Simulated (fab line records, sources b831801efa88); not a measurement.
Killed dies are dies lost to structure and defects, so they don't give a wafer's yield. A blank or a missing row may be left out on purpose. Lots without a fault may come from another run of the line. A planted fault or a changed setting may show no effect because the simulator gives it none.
Chamber matching | flow gf180mcu | GF_PASSIVATION_CVD_00 on pecvd-03: 3 sister chambers
The step deposits SiO2 from TEOS, target thk 1000 nm, time 111.95 s. 3 wafers are shown with their chamber, then 9 later ones without.

WAFERS WITH THEIR CHAMBER
wafer  | chamber | heater_power_w (W)
L084.4 | 0       | 526
L086.4 | 1       | 532
L086.5 | 2       | 651

WAFERS WITHOUT THEIR CHAMBER
wafer  | heater_power_w (W)
L087.2 | 536
L087.3 | 569
L087.5 | 607
L090.1 | 691
L090.5 | 615
L090.6 | 558
L092.1 | 490
L092.2 | 633
L092.4 | 525

WHICH CHAMBER EACH WENT THROUGH
wafer  | from the rows above          | in truth
L087.2 | can't be placed: 1 or 0      | 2
L087.3 | can't be placed: 1 or 0 or 2 | 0
L087.5 | can't be placed: 2 or 1 or 0 | 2
L090.1 | 2                            | 2
L090.5 | can't be placed: 2 or 1 or 0 | 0
L090.6 | can't be placed: 1 or 0      | 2
L092.1 | can't be placed: 0 or 1      | 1
L092.2 | 2                            | 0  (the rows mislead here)
L092.4 | can't be placed: 0 or 1      | 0
Placed correctly: 1 of 9. Can't be placed from these rows: 7 (the true chamber is among the candidates in 5). Placed wrongly: 1.
How it was worked out, from the rows above alone: a wafer's distance from a chamber is the root of the sum, over the readings, of the square of ((its reading less the chamber's mean) divided by the reading's scatter). The wafer belongs to the nearest chamber; if the next one is less than 2 further off, it can't be placed. A chamber's mean is the mean of its shown wafers. The scatter: with one shown wafer a chamber, the root of the mean of the squares of how far each hidden wafer lies from its nearest shown one.
